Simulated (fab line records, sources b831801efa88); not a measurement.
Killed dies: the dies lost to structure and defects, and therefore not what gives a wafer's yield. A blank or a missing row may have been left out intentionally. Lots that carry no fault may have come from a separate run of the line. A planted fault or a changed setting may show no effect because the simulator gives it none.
fab line records	flow sky130
record lots=6	wafers=18	last-day=50
route steps=708 shown CONTACT@422 METAL1@434 PAD_OPEN@708
lots that met no fault: from a run of the same line without faults
start-h: hours from the record's opening day to when the first of the lot's shown wafers began	wait-h: time in hours since the lot's previous step	" repeats the value in the row above	L1.1+2: a row that stands for several wafers	- no value, or no start was given	* or withheld: withheld	< > ~ a bound
route shown NAME@n: names a module that has steps shown in the file, with the first one's number in the route	usual: mean and standard deviation over wafers with no fault	same: alike in all rows	chamber/n: place in a boat	sites: each site's reading	_std_site: how widely they spread, as a standard deviation	_edge_site: outer sites' mean less inner sites'	radius-mm: how far each site lies from the wafer's centre	mask NAME#n: copy n	behind: the tool/chamber that last shaped the wafer	hold: why the lot was held/for how many hours/how that ended	device: names the non-switching transistor (n, p or np)	end of line: at the end of the route, the tests of the same wafers	where a step has no rows: the recipe by itself	killed: count of dies lost to structure and defects at first sort (not the wafer's yield)	map: the dies of a wafer, with x for killed, . for not killed, _ for no die there
set.NAME: the setting as run; set.NAME@STEP: as run at that earlier step	model.NAME: the simulator's own value behind a step, which no gauge read
a table for each step, a row for each wafer; lots at some steps of the route
services: from which hour (start-h, from the record's first day; less than 0 if before it) a tool's chamber was out of use, for how many hours, and why
## steps
# step SKY_CONTACT_ETCH_16
# recipe chemistry=N2/H2	target=BARC	ion-energy-ev=200	source-w=500	bias-w=100	pressure-mtorr=30	n2-flow-sccm=100	h2-flow-sccm=200	stop-on=SiO2	time-s=45.9	target-depth-a=600
# step SKY_CONTACT_ETCH_17
# recipe target=SiO2	chemistry=C4F8/O2/Ar	stop-on=Si3N4	mask-material=KrF-thick	source-w=1500	bias-w=1200	pressure-mtorr=40	c4f8-flow-sccm=withheld	O2_flow_sccm=6	Ar_flow_sccm=300	time-s=withheld	target-depth-a=3400
# step SKY_CONTACT_ETCH_18
# recipe target=Si3N4	chemistry=CHF3/O2	stop-on=TiN	source-w=600	bias-w=200	pressure-mtorr=40	chf3-flow-sccm=50	O2_flow_sccm=5	time-s=39	target-depth-a=750
# usual drypump-motor-current-A=5.7/0.39	oes-product-au=0.853/0.0075	throttle-valve-pct=8.792/0.0089
lot.wafer	tool	chamber	start-h	wait-h	drypump-motor-current-A	oes-product-au	rf-hours-counter-h	throttle-valve-pct
L441.2	rie-diel-03	2	-	-	6.0	0.849	15	8.778
L441.4	"	3	"	"	6.1	0.861	6	8.794
L441.6	"	3	"	"	6.1	0.857	-	8.780
L448.1	rie-diel-02	1	-	-	5.5	0.845	13	8.793
L448.4	"	2	"	"	5.8	0.853	-	8.785
L448.5	"	1	"	"	5.5	0.859	-	8.790
L452.2	rie-diel-03	0	-	-	5.6	0.856	8	8.784
L452.3	"	3	"	"	6.1	0.854	9	8.783
L452.5	"	1	"	"	6.0	0.857	-	8.788
L451.1	rie-diel-03	1	-	-	6.0	0.854	13	8.787
L451.2	"	3	"	"	6.1	0.859	9	8.800
L451.4	"	2	"	"	5.9	0.864	18	8.793
L457.2	rie-diel-02	1	-	-	5.5	0.842	15	8.793
L457.4	"	2	"	"	5.8	0.854	7	8.781
L457.6	"	0	"	"	5.7	0.857	-	8.790
L462.3	rie-diel-02	0	-	-	5.7	0.839	11	8.783
L462.5	"	2	"	"	5.8	0.859	-	8.799
L462.6	"	3	"	"	5.0	0.860	-	8.794
# step SKY_CONTACT_STRIP_19
# recipe chemistry=O2/N2	power-w=1400	pressure-mtorr=1500	platen-temp-c=withheld	o2-flow-sccm=3000	n2-flow-sccm=300	overash-fraction=0.5
# usual drypump-motor-current-A=6.14/0.22	oes-product-au=0.380/0.0045	strip-time-to-endpoint-s=3.61/0.031
lot.wafer	tool	chamber	start-h	wait-h	drypump-motor-current-A	oes-product-au	rf-hours-counter-h	strip-time-to-endpoint-s
L441.2	plasma-asher-01	0	725.16	-	6.14	0.377	89	3.57
L441.4	"	1	"	"	6.09	0.381	-	3.63
L441.6	"	0	"	"	6.15	0.385	-	3.62
L448.1	plasma-asher-03	1	792.06	-	5.77	0.383	63	3.59
L448.4	"	0	"	"	6.45	0.386	-	3.62
L448.5	"	0	"	"	6.46	0.385	-	3.60
L452.2	plasma-asher-03	1	830.55	-	5.81	0.372	68	3.56
L452.3	"	1	"	"	5.84	0.378	-	3.61
L452.5	"	0	"	"	6.47	0.372	-	3.56
L451.1	plasma-asher-03	0	834.83	-	6.46	0.379	68	3.58
L451.2	"	1	"	"	5.78	0.375	68	3.62
L451.4	"	1	"	"	5.81	0.376	-	3.60
L457.2	plasma-asher-01	0	858.90	-	6.15	0.379	104	3.56
L457.4	"	1	"	"	6.10	0.379	-	3.63
L457.6	"	0	"	"	6.13	0.378	-	3.66
L462.3	plasma-asher-03	0	892.42	-	6.48	0.381	-	3.66
L462.5	"	1	"	"	5.79	0.376	-	3.60
L462.6	"	0	"	"	6.46	0.380	-	3.59
# step SKY_CONTACT_STRIP_20
# recipe chemistry=post-etch-residue-remover	time-s=1200	temp-c=72.5
# step SKY_CONTACT_CLEAN_21
# recipe chemistry=IPA	time-s=180	temp-c=25
# step SKY_CONTACT_CLEAN_22
# recipe chemistry=O3/DIW	dry=n2-spin
# step SKY_CONTACT_SPUTTER_23
# recipe material=TiN	target-thk-nm=20	chamber-pressure-pa=5	power-w=4000	time-s=80
# usual throttle-valve-pct=29.7/0.92
lot.wafer	tool	chamber	start-h	wait-h	throttle-valve-pct
L441.2	pvd-sputter-04	-	725.78	0.0	29.9
L441.4	"	-	"	"	27.9
L441.6	"	-	"	"	29.6
L448.1	pvd-sputter-04	-	792.65	0.0	28.1
L448.4	"	-	"	"	29.8
L448.5	"	-	"	"	30.0
L452.2	pvd-sputter-04	-	831.19	0.0	30.4
L452.3	"	-	"	"	29.6
L452.5	"	-	"	"	29.9
L451.1	pvd-sputter-04	-	835.43	0.0	30.1
L451.2	"	-	"	"	29.5
L451.4	"	-	"	"	28.0
L457.2	pvd-sputter-01	-	859.49	0.0	30.6
L457.4	"	-	"	"	29.5
L457.6	"	-	"	"	30.8
L462.3	pvd-sputter-02	-	892.98	0.0	30.6
L462.5	"	-	"	"	30.2
L462.6	"	-	"	"	30.8
# step SKY_CONTACT_CVD_24
# recipe material=W	target-thk-nm=340	time-s=102.12	temp-c=400	pressure-torr=40
# step SKY_CONTACT_RS_MEAS_25
# recipe thk-meas-gauge=four-point-probe	reads=W_of_CONTACT_CVD_24+TiN_of_CONTACT_SPUTTER_23
# usual CONTACT_W_RS=0.338/0.0042
lot.wafer	tool	chamber	start-h	wait-h	CONTACT_W_RS[ohm/sq]
L441.2	film-metro-04	-	725.98	0.1	0.336
L441.4	"	-	"	"	0.336
L441.6	"	-	"	"	0.335
L448.1	film-metro-04	-	792.83	0.1	0.334
L448.4	"	-	"	"	0.339
L448.5	"	-	"	"	0.337
L452.2	film-metro-03	-	831.38	0.1	0.342
L452.3	"	-	"	"	0.346
L452.5	"	-	"	"	0.348
L451.1	film-metro-04	-	835.60	0.1	0.345
L451.2	"	-	"	"	0.343
L451.4	"	-	"	"	0.345
L457.2	film-metro-03	-	859.68	0.1	0.332
L457.4	"	-	"	"	0.331
L457.6	"	-	"	"	0.335
L462.3	film-metro-04	-	893.19	0.1	0.334
L462.5	"	-	"	"	0.339
L462.6	"	-	"	"	0.336
# step SKY_CONTACT_THK_MEAS_26
# recipe thk-meas-gauge=xrf	reads=W_of_CONTACT_CVD_24
# usual CONTACT_W_THK=348/6.8
lot.wafer	tool	chamber	start-h	wait-h	CONTACT_W_THK[nm]
L441.2	film-metro-04	-	726.09	0.1	347
L441.4	"	-	"	"	348
L441.6	"	-	"	"	346
L448.1	film-metro-04	-	792.95	0.1	347
L448.4	"	-	"	"	343
L448.5	"	-	"	"	343
L452.2	film-metro-03	-	831.49	0.1	353
L452.3	"	-	"	"	348
L452.5	"	-	"	"	345
L451.1	film-metro-04	-	835.72	0.1	337
L451.2	"	-	"	"	339
L451.4	"	-	"	"	336
L457.2	film-metro-03	-	859.79	0.1	361
L457.4	"	-	"	"	360
L457.6	"	-	"	"	358
L462.3	film-metro-04	-	893.29	0.1	350
L462.5	"	-	"	"	344
L462.6	"	-	"	"	347
# step SKY_CONTACT_CMP_27
# recipe stop-on=SiO2	t-overpolish-s=15	down-force-psi=3.5	platen-rpm=60	target-thk-nm=0	pad-velocity-m-s=0.94248
# usual motor-current-A=10.7/1.1	overpolish-run-s=15.000/0.009	time-to-endpoint-s=82.9/2.9
lot.wafer	tool	chamber	start-h	wait-h	motor-current-A	overpolish-run-s	time-to-endpoint-s
L441.2	cmp-01	1	726.19	0.1	11.9	15.007	83.2
L441.4	"	3	"	"	10.3	15.000	81.1
L441.6	"	1	"	"	11.7	15.007	86.4
L448.1	cmp-01	1	793.01	0.1	11.6	15.017	84.2
L448.4	"	0	"	"	10.3	15.003	79.7
L448.5	"	2	"	"	12.9	15.002	80.0
L452.3	cmp-02	2	831.59	0.1	9.1	15.002	79.9
L452.2	"	3	"	"	10.3	15.010	84.5
L452.5	"	2	"	"	8.7	15.014	77.1
L451.4	cmp-01	1	835.78	0.0	11.6	15.010	84.8
L451.2	"	2	"	"	11.8	14.985	81.7
L451.1	"	0	"	"	10.2	15.006	79.4
L457.2	cmp-02	1	859.94	0.1	10.8	15.001	79.4
L457.4	"	2	"	"	8.5	15.015	80.6
L457.6	"	3	"	"	10.5	15.003	82.9
L462.3	cmp-01	2	893.33	0.0	12.3	14.998	87.8
L462.6	"	2	"	"	12.1	15.017	84.2
L462.5	"	3	"	"	10.6	14.998	85.7
# step SKY_METAL1_SPUTTER_00
# recipe material=Ti	target-thk-nm=15	power-w=3000	time-s=10	chamber-pressure-pa=0.4
# usual throttle-valve-pct=29.3/0.95
lot.wafer	tool	chamber	start-h	wait-h	throttle-valve-pct	model.Ti_of_METAL1_SPUTTER_00.thk-nm
L441.2	pvd-sputter-03	-	726.44	0.2	28.0	14.8
L441.4	"	-	"	"	28.1	14.86
L441.6	"	-	"	"	30.0	14.96
L448.1	pvd-sputter-01	-	793.31	0.2	30.6	15.05
L448.4	"	-	"	"	28.5	14.84
L448.5	"	-	"	"	28.6	14.86
L452.2	pvd-sputter-03	-	831.84	0.1	28.3	9.926
L452.3	"	-	"	"	28.2	10.24
L452.5	"	-	"	"	30.1	10.14
L451.1	pvd-sputter-03	-	836.08	0.1	28.1	10.17
L451.2	"	-	"	"	28.1	9.843
L451.4	"	-	"	"	28.3	9.802
L457.2	pvd-sputter-04	-	860.14	0.1	28.0	15.16
L457.4	"	-	"	"	30.0	14.84
L457.6	"	-	"	"	29.8	14.86
L462.3	pvd-sputter-04	-	893.63	0.2	29.9	15.13
L462.5	"	-	"	"	30.2	15.11
L462.6	"	-	"	"	29.7	15.02
# step SKY_METAL1_SPUTTER_01
# recipe material=TiN	target-thk-nm=20	power-w=6500	time-s=16.7	chamber-pressure-pa=0.4
# usual throttle-valve-pct=29.3/0.92
lot.wafer	tool	chamber	start-h	wait-h	throttle-valve-pct
L441.2	pvd-sputter-03	-	726.46	0.0	28.4
L441.4	"	-	"	"	28.3
L441.6	"	-	"	"	30.2
L448.1	pvd-sputter-01	-	793.33	0.0	30.6
L448.4	"	-	"	"	28.4
L448.5	"	-	"	"	28.6
L452.2	pvd-sputter-03	-	831.86	0.0	28.1
L452.3	"	-	"	"	28.3
L452.5	"	-	"	"	30.0
L451.1	pvd-sputter-03	-	836.11	0.0	28.4
L451.2	"	-	"	"	28.4
L451.4	"	-	"	"	28.5
L457.2	pvd-sputter-04	-	860.17	0.0	28.2
L457.4	"	-	"	"	30.2
L457.6	"	-	"	"	29.9
L462.3	pvd-sputter-04	-	893.65	0.0	30.1
L462.5	"	-	"	"	29.7
L462.6	"	-	"	"	29.6
# step SKY_PAD_OPEN_PROBE_99
# usual defect-limited-yield=82.5/1.9	killed_at_M0_to_M3=44/7.3	killed_at_M4_up=3.1/1.9	killed-at-contacts=24/5.3	killed-at-front-end=15/4	killed-at-other=0.4/0.6	killed-dies=86/9.2	killed-open=47/6.9	killed-short=39/6.9	sort_bin_3_pad_short=0.8/0.41	sort_bin_5_function=10.6/1.5	sort_bin_6_memory=6.1/1.1	sort-n-pass=406/9.2	sort-yield-pct=82.5/1.9
# same gross-dies=492	killed-at-back-side=0	sort_bin_4_leakage[%]=0	sort_bin_8_speed[%]=0
lot.wafer	tool	chamber	start-h	wait-h	defect-limited-yield[%]	killed_at_M0_to_M3	killed_at_M4_up	killed-at-contacts	killed-at-front-end	killed-at-other	killed-dies	killed-open	killed-short	sort_bin_3_pad_short[%]	sort_bin_5_function[%]	sort_bin_6_memory[%]	sort-n-pass	sort-yield-pct[%]
L452.5	prober-02	-	1143.84	0.2	82.3	47	3	26	11	0	87	46	40	1.4	10.8	5.5	405	82.3
L451.1	prober-01	-	1146.69	0.1	84.6	37	0	21	18	0	76	45	31	0.8	8.1	6.5	416	84.6
L451.2	prober-01	-	1146.74	0.1	80.3	48	1	31	16	1	97	51	46	0.6	10.4	8.7	395	80.3
L451.4	prober-01	-	1146.84	0.2	84.1	36	3	24	15	0	78	44	34	0.8	10.8	4.3	414	84.1
# killed by level:class
L452.5 VIA2:geometric-particle:open=11 VIA1:geometric-particle:open=8 LI_CONTACT:geometric-particle:open=7 CONTACT:geometric-particle:short=7 VIA3:geometric-particle:open=7 LOCAL_INTERCONNECT:geometric-particle:short=5 METAL1:geometric-particle:short=5 FIELD_ISO:geometric-particle:open=4
L451.1 FIELD_ISO:geometric-particle:open=7 VIA3:geometric-particle:open=7 VIA1:geometric-particle:open=6 LI_CONTACT:geometric-particle:open=5 METAL2:geometric-particle:short=5 VIA2:geometric-particle:open=5 FIELD_ISO:geometric-particle:short=4 POLY_GATE:geometric-particle:open=4
L451.2 VIA2:geometric-particle:open=11 CONTACT:geometric-particle:open=10 LOCAL_INTERCONNECT:geometric-particle:short=8 VIA3:geometric-particle:open=7 METAL1:geometric-particle:short=7 METAL2:geometric-particle:short=5 LI_CONTACT:geometric-particle:open=5 FIELD_ISO:geometric-particle:open=4
L451.4 VIA1:geometric-particle:open=13 CONTACT:geometric-particle:open=8 LI_CONTACT:geometric-particle:open=7 VIA3:geometric-particle:short=4 POLY_GATE:geometric-particle:short=4 CONTACT:geometric-particle:short=4 METAL1:geometric-particle:short=4 VIA2:geometric-particle:open=4
## services
tool	chamber	start-h	hours	kind
plasma-asher-03	-	707.93	1.4	repair
rie-diel-03	1	714.84	3.3	repair
pvd-sputter-04	-	719.60	3.5	repair
plasma-asher-03	-	728.29	8.6	repair
rie-diel-03	-	735.44	2.8	pm
cmp-02	-	742.80	4.5	pm
rie-diel-02	0	745.58	2.7	repair
rie-diel-02	-	745.63	2.8	pm
cmp-02	-	747.28	4.0	pm
cmp-02	-	749.93	1.6	repair
pvd-sputter-03	-	772.55	4.1	repair
cmp-02	-	785.98	45.4	repair
pvd-sputter-02	-	792.09	9.7	repair
cmp-02	-	798.75	1.2	repair
pvd-sputter-01	-	812.20	1.1	repair
pvd-sputter-01	-	831.40	0.6	repair
pvd-sputter-03	1	831.98	-	consumable-replace:kit
rie-diel-03	0	841.52	8.3	repair
rie-diel-03	0	853.35	13.6	repair
plasma-asher-03	-	857.78	0.9	repair
pvd-sputter-03	-	859.20	7.4	repair
cmp-01	-	863.55	12.2	pm
plasma-asher-01	-	881.51	6.2	repair
pvd-sputter-04	-	886.45	0.7	repair
## key
first-sign none at tools or gauges
model-effect step=SKY_METAL1_SPUTTER_00	value=Ti_of_METAL1_SPUTTER_00.thk-nm	without=15.04	struck=10.02
met-at SKY_METAL1_SPUTTER_00
struck-wafers L451.1,L451.2,L451.4,L452.2,L452.3,L452.5
onset-between 726.44 831.84
also-fits SKY_CONTACT_ETCH_18:rie-diel-03,SKY_CONTACT_SPUTTER_23:pvd-sputter-04
fault kind=process-parameter-drift	tool=pvd-sputter-03	chamber=-	onset-h=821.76	steps=SKY_METAL1_SPUTTER_00	channel=target-thk-nm	offset=-5.0185	shape=step	end-h=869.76	acts-in=these-recipes-only	stated=15
